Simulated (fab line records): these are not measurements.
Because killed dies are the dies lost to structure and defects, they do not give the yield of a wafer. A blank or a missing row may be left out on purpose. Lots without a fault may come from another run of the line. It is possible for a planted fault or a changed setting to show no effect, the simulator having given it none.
fab line records	flow gf180mcu
[record] lots = 15	wafers = 45	lastDay = 34
route steps=602 shown HV_LDD@197 M1@317 V1@353
lots that met no fault: from a run of the same line without faults
startH: hours from the record's first day to the start of the lot's first wafer shown	waitH: hours elapsed since this lot's preceding step	" same as the row above	L1.1+2: one row covering several wafers at once	- no value present, or no start provided	* or withheld: withheld	< > ~ a bound
route shown NAME@n: NAME is a module with steps in the file, n the number in the route of the first one	usual: mean/standard deviation taken from wafers without a fault	same: alike in all rows	chamber/n: place in a boat	sites: the reading at each site	_std_site: the values' standard deviation	_edge_site: inner sites' mean taken away from outer sites' mean	radiusMm: how far each site lies from the wafer's centre	mask NAME#n: copy n	behind: the most recent tool/chamber to have shaped the wafer	hold: cause of the lot's hold/its duration in hours/its outcome	device: the transistor (n, p or np) that didn't switch	end of line: the tests these same wafers got at the end of their route	for a step that has no rows: nothing shown but its recipe	killed: the dies lost at the first sort to structure and to defects; this is not the yield of the wafer	map: a wafer's dies, x killed, . not, _ none there
set.NAME: setting as actually run; set.NAME@STEP: the setting as run at that earlier step	model.NAME: the simulator's own value behind a step, which no gauge read
one table for each step of the route and one row for each wafer, over a sample of lots
services: the hour from which a tool's chamber was out of use, counted from the record's first day as startH (under 0 if before that day), plus the number of hours and why
[[steps]]
[step GF_HV_LDD_IMPLANT_21]
[recipe] species = BF2	energyKev = 25	doseCm2 = 5e+13	tiltDeg = 7
[usual] beamEnergyKeV = 24.999/0.0075	beamOnS = 10.03/0.21
lot.wafer	tool	chamber	startH	waitH	beamEnergyKeV	beamOnS
L437.1	implanter-02	0	231.83	0.0	24.991	9.99
L437.4	"	0	"	"	24.997	10.26
L437.6	"	0	"	"	24.993	9.84
L438.2	implanter-01	0	243.98	0.0	24.994	10.28
L438.5	"	0	"	"	24.997	10.10
L438.6	"	0	"	"	25.001	9.95
L441.2	implanter-01	0	267.66	0.0	24.994	10.40
L441.3	"	0	"	"	24.989	10.40
L441.6	"	0	"	"	24.993	9.83
L442.2	implanter-03	0	267.81	0.0	24.993	10.25
L442.5	"	0	"	"	25.001	9.83
L442.6	"	0	"	"	24.989	9.86
L444.1	implanter-03	0	282.43	0.0	24.996	10.02
L444.5	"	0	"	"	25.002	9.76
L444.6	"	0	"	"	24.989	10.06
L445.3	implanter-03	0	289.28	0.1	25.002	9.81
L445.4	"	0	"	"	24.995	9.88
L445.5	"	0	"	"	25.005	10.31
L446.1	implanter-03	0	303.53	0.0	24.992	10.10
L446.2	"	0	"	"	24.997	9.93
L446.3	"	0	"	"	24.996	10.46
L447.4	implanter-01	0	303.93	0.1	25.014	10.00
L447.5	"	0	"	"	25.010	10.08
L447.6	"	0	"	"	25.014	10.08
L454.1	implanter-01	-	362.86	0.0	-	-
L454.3	"	-	"	"	-	-
L454.4	"	-	"	"	-	-
L455.4	implanter-03	-	372.53	0.1	-	-
L455.5	"	-	"	"	-	-
L455.6	"	-	"	"	-	-
L456.2	implanter-02	-	376.85	0.0	-	-
L456.3	"	-	"	"	-	-
L456.4	"	-	"	"	-	-
L457.1	implanter-03	0	394.28	0.0	24.999	10.27
L457.2	"	0	"	"	25.006	10.19
L457.3	"	0	"	"	24.999	9.74
L459.1	implanter-03	0	407.00	0.0	25.012	9.57
L459.2	"	0	"	"	25.001	10.19
L459.5	"	0	"	"	25.003	9.84
L458.1	implanter-02	0	410.13	0.0	25.017	10.03
L458.3	"	0	"	"	24.999	9.86
L458.5	"	0	"	"	24.994	10.11
L460.1	implanter-01	0	415.88	0.0	24.992	10.14
L460.3	"	0	"	"	25.007	9.97
L460.6	"	0	"	"	25.006	9.99
[step GF_HV_LDD_TW_MEAS_23]
[usual] HV_LDD_2_TW = 1057/9.9
lot.wafer	tool	chamber	startH	waitH	HV_LDD_2_TW
L437.1	filmMetro-04	-	232.08	0.1	1050
L437.4	"	-	"	"	1048
L437.6	"	-	"	"	1046
L438.2	filmMetro-04	-	244.22	0.1	1050
L438.5	"	-	"	"	1056
L438.6	"	-	"	"	1042
L441.2	filmMetro-01	-	267.89	0.1	1053
L441.3	"	-	"	"	1058
L441.6	"	-	"	"	1051
L442.2	filmMetro-04	-	268.04	0.1	1055
L442.5	"	-	"	"	1057
L442.6	"	-	"	"	1053
L444.1	filmMetro-03	-	282.83	0.1	1071
L444.5	"	-	"	"	1075
L444.6	"	-	"	"	1067
L445.3	filmMetro-03	-	289.50	0.1	1074
L445.4	"	-	"	"	1067
L445.5	"	-	"	"	1073
L446.1	filmMetro-03	-	303.78	0.1	1065
L446.2	"	-	"	"	1071
L446.3	"	-	"	"	1062
L447.4	filmMetro-04	-	304.14	0.1	1057
L447.5	"	-	"	"	1053
L447.6	"	-	"	"	1055
L454.1	filmMetro-03	-	363.11	0.1	30
L454.3	"	-	"	"	30
L454.4	"	-	"	"	30
L455.4	filmMetro-03	-	372.74	0.1	30
L455.5	"	-	"	"	30
L455.6	"	-	"	"	30
L456.2	filmMetro-01	-	377.09	0.1	30
L456.3	"	-	"	"	30
L456.4	"	-	"	"	30
L457.1	filmMetro-01	-	394.53	0.1	1041
L457.2	"	-	"	"	1046
L457.3	"	-	"	"	1046
L459.1	filmMetro-01	-	407.25	0.1	1048
L459.2	"	-	"	"	1040
L459.5	"	-	"	"	1047
L458.1	filmMetro-03	-	410.38	0.1	1064
L458.3	"	-	"	"	1076
L458.5	"	-	"	"	1073
L460.1	filmMetro-01	-	416.13	0.1	1052
L460.3	"	-	"	"	1049
L460.6	"	-	"	"	1053
[step GF_HV_LDD_CD_MEAS_46]
[recipe] targetCdNm = 400
[usual] cdNm = 400.2/2.7
lot.wafer	tool	chamber	startH	waitH	cdNm
L437.1	cdSem-01	-	269.28	0.1	397.1
L437.4	"	-	"	"	395.1
L437.6	"	-	"	"	399.2
L438.2	cdSem-01	-	281.87	0.1	396.5
L438.5	"	-	"	"	397.3
L438.6	"	-	"	"	397.6
L441.2	cdSem-01	-	308.27	0.1	402.5
L441.3	"	-	"	"	402.3
L441.6	"	-	"	"	403.2
L442.2	cdSem-01	-	308.59	0.1	403.3
L442.5	"	-	"	"	400.4
L442.6	"	-	"	"	399.7
L444.1	cdSem-01	-	323.35	0.1	400.1
L444.5	"	-	"	"	403.2
L444.6	"	-	"	"	400.4
L445.3	cdSem-02	-	331.22	0.1	398.7
L445.4	"	-	"	"	401.4
L445.5	"	-	"	"	399.1
L446.1	cdSem-02	-	345.87	0.1	397.6
L446.2	"	-	"	"	399.7
L446.3	"	-	"	"	400.0
L447.4	cdSem-01	-	346.88	0.1	401.4
L447.5	"	-	"	"	397.9
L447.6	"	-	"	"	399.8
L454.1	cdSem-02	-	409.30	0.1	402.4
L454.3	"	-	"	"	401.8
L454.4	"	-	"	"	400.7
L455.4	cdSem-01	-	419.59	0.1	394.3
L455.5	"	-	"	"	396.2
L455.6	"	-	"	"	394.6
L456.2	cdSem-01	-	424.05	0.1	399.7
L456.3	"	-	"	"	396.5
L456.4	"	-	"	"	400.2
L457.1	cdSem-02	-	442.12	0.1	398.9
L457.2	"	-	"	"	398.7
L457.3	"	-	"	"	399.5
L459.1	cdSem-02	-	455.72	0.1	396.0
L459.2	"	-	"	"	396.8
L459.5	"	-	"	"	394.7
L458.1	cdSem-02	-	457.92	0.1	395.9
L458.3	"	-	"	"	397.2
L458.5	"	-	"	"	395.6
L460.1	cdSem-02	-	464.97	0.1	402.8
L460.3	"	-	"	"	401.1
L460.6	"	-	"	"	403.0
[step GF_M1_SPUTTER_02]
[recipe] material = AlCu	targetThkNm = 450	powerW = 10600	timeS = 23.9	chamberPressurePa = 0.4
[usual] throttleValvePct = 29.8/1.4
lot.wafer	tool	chamber	startH	waitH	throttleValvePct
L437.1	pvdSputter-04	-	367.27	0.0	29.6
L437.4	"	-	"	"	29.3
L437.6	"	-	"	"	29.5
L438.2	pvdSputter-04	-	374.35	0.0	29.7
L438.5	"	-	"	"	30.3
L438.6	"	-	"	"	29.8
L441.2	pvdSputter-02	-	401.92	0.0	30.6
L441.3	"	-	"	"	31.2
L441.6	"	-	"	"	31.5
L442.2	pvdSputter-02	-	404.36	0.0	31.4
L442.5	"	-	"	"	30.7
L442.6	"	-	"	"	31.4
L444.1	pvdSputter-02	-	419.30	0.0	30.9
L444.5	"	-	"	"	28.1
L444.6	"	-	"	"	31.2
L445.3	pvdSputter-02	-	429.35	0.0	30.7
L445.4	"	-	"	"	30.6
L445.5	"	-	"	"	31.3
L446.1	pvdSputter-02	-	445.88	0.0	28.1
L446.2	"	-	"	"	30.7
L446.3	"	-	"	"	30.6
L447.4	pvdSputter-04	-	447.85	0.0	27.3
L447.5	"	-	"	"	29.3
L447.6	"	-	"	"	30.4
L457.1	pvdSputter-02	-	542.98	0.0	28.1
L457.2	"	-	"	"	30.4
L457.3	"	-	"	"	30.5
L459.1	pvdSputter-04	-	553.42	0.0	30.2
L459.2	"	-	"	"	29.4
L459.5	"	-	"	"	29.4
L458.1	pvdSputter-01	-	556.77	0.0	31.8
L458.3	"	-	"	"	27.6
L458.5	"	-	"	"	29.7
L460.1	pvdSputter-02	-	562.97	0.0	30.7
L460.3	"	-	"	"	31.2
L460.6	"	-	"	"	30.4
[step GF_V1_STRIP_18]
[recipe] chemistry = O2/N2	powerW = 1400	pressureMtorr = 1500	platenTempC = 250	o2FlowSccm = 3000	n2FlowSccm = 300	overashFraction = 0.5
[usual] chamberPressureMTorr = 1499.9/1.4	drypumpMotorCurrentA = 5.7/0.36	heaterPowerW = 343/45	oesProductAu = 0.597/0.0051
[same] overashFraction = 0.5
lot.wafer	tool	chamber	startH	waitH	chamberPressureMTorr	drypumpMotorCurrentA	heaterPowerW	oesProductAu	rfHoursCounterH
L437.1	plasmaAsher-02	0	415.31	-	1499.9	6.0	475	0.598	35
L437.4	"	1	"	"	1499.4	4.9	343	0.598	-
L437.6	"	0	"	"	1499.1	6.0	480	0.602	-
L438.2	plasmaAsher-03	1	423.11	-	1500.5	5.8	319	0.589	68
L438.5	"	0	"	"	1503.9	6.2	341	0.592	-
L438.6	"	1	"	"	1500.5	5.8	316	0.587	-
L441.2	plasmaAsher-01	0	452.36	-	1498.8	5.7	310	0.602	2
L441.3	"	0	"	"	1502.9	5.7	306	0.598	-
L441.6	"	0	"	"	1500.4	5.7	309	0.601	-
L442.2	plasmaAsher-01	0	454.16	-	1500.2	5.7	304	0.603	2
L442.5	"	0	"	"	1501.6	5.7	312	0.598	-
L442.6	"	1	"	"	1500.6	5.3	348	0.592	-
L444.1	plasmaAsher-01	1	468.71	-	1500.7	5.4	339	0.596	4
L444.5	"	1	"	"	1499.3	5.4	340	0.596	-
L444.6	"	0	"	"	1499.0	5.7	312	0.590	-
L445.3	plasmaAsher-03	0	479.59	-	1499.5	6.3	348	0.587	-
L445.4	"	1	"	"	1500.4	5.8	319	0.600	-
L445.5	"	0	"	"	1498.4	6.2	351	0.602	-
L446.1	plasmaAsher-02	0	495.26	-	1501.1	6.0	480	0.597	44
L446.2	"	1	"	"	1500.0	4.9	350	0.596	44
L446.3	"	0	"	"	1498.0	6.0	480	0.600	-
L447.4	plasmaAsher-03	0	497.74	-	1501.1	6.2	352	0.592	-
L447.5	"	1	"	"	1499.0	5.8	322	0.606	-
L447.6	"	0	"	"	1501.2	6.2	352	0.597	-
L457.1	plasmaAsher-01	1	589.26	-	1498.6	5.4	340	0.602	17
L457.2	"	0	"	"	1496.0	5.7	312	0.598	17
L457.3	"	0	"	"	1502.4	5.7	310	0.599	-
L459.1	plasmaAsher-01	0	599.71	-	1497.5	5.7	306	0.595	18
L459.2	"	1	"	"	1502.1	5.3	353	0.600	18
L459.5	"	1	"	"	1500.1	5.4	342	0.594	-
L458.1	plasmaAsher-01	0	602.70	-	1499.4	5.7	304	0.598	18
L458.3	"	1	"	"	1500.1	5.3	338	0.599	-
L458.5	"	1	"	"	1499.0	5.4	347	0.597	-
L460.1	plasmaAsher-03	1	607.10	-	1501.9	5.7	320	0.594	88
L460.3	"	0	"	"	1498.3	6.2	349	0.606	-
L460.6	"	1	"	"	1500.2	5.7	318	0.602	-
[[services]]
tool	chamber	startH	hours	kind
pvdSputter-04	-	211.47	1.8	repair
pvdSputter-02	-	218.64	1.0	repair
implanter-03	-	222.71	3.8	pm
plasmaAsher-03	-	248.97	2.0	repair
implanter-01	-	256.74	3.6	pm
plasmaAsher-01	-	294.02	109.5	pm
pvdSputter-04	-	300.31	1.0	repair
pvdSputter-04	-	305.70	1.6	repair
implanter-01	-	310.39	3.8	repair
pvdSputter-02	-	313.11	7.9	repair
implanter-01	-	320.88	2.2	repair
implanter-03	-	322.36	1.7	repair
pvdSputter-04	-	340.43	1.3	repair
pvdSputter-04	-	352.43	3.0	repair
plasmaAsher-03	-	365.83	1.2	repair
implanter-03	-	368.81	1.0	repair
pvdSputter-04	-	374.87	2.8	repair
plasmaAsher-01	-	421.25	9.0	pm
plasmaAsher-01	-	429.48	2.4	repair
implanter-01	-	438.40	9.0	repair
implanter-03	-	461.29	3.0	repair
pvdSputter-02	-	537.28	1.4	repair
pvdSputter-02	-	543.85	2.1	repair
plasmaAsher-01	-	599.88	2.1	repair
[[key]]
[firstSign] step = GF_HV_LDD_IMPLANT_21	reading = toolRecord	direction = missing
[effect] step = GF_HV_LDD_TW_MEAS_23	reading = HV_LDD_2_TW	direction = down	sigmas = 99+	usual = 1057	struck = 30
metAt GF_HV_LDD_IMPLANT_21
struckLots L454,L455,L456
laterRowsLeftOut L454.1,L454.3,L454.4,L455.4,L455.5,L455.6,L456.2,L456.3,L456.4
sortLeftOut L454.1,L454.3,L454.4,L455.4,L455.5,L455.6,L456.2,L456.3,L456.4
testerLeftOut L454,L455,L456
notActingAt GF_HV_LDD_CD_MEAS_46,GF_M1_SPUTTER_02,GF_V1_STRIP_18
onsetBetween 303.93 362.86
[fault] kind = skippedStepWhole	tool = implanter-01,implanter-02,implanter-03	chamber = -	onsetH = 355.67	steps = GF_HV_LDD_IMPLANT_21	scope = struckLotsOnly
// testerLeftOut: of these lots the tester's yield and bins aren't shown, on N5 and GAA mostly nor the transistor test; their killed dies are dies lost to structure and defects alone, not to doping, threshold or leakage, so they don't give the yield
// sortLeftOut: the simulated sort isn't trusted on such a fault, so these wafers' sort isn't shown, and their yield isn't known
// laterRowsLeftOut: the simulator's readings of these wafers behind a module that went badly wrong aren't trusted and aren't shown, but for the sort
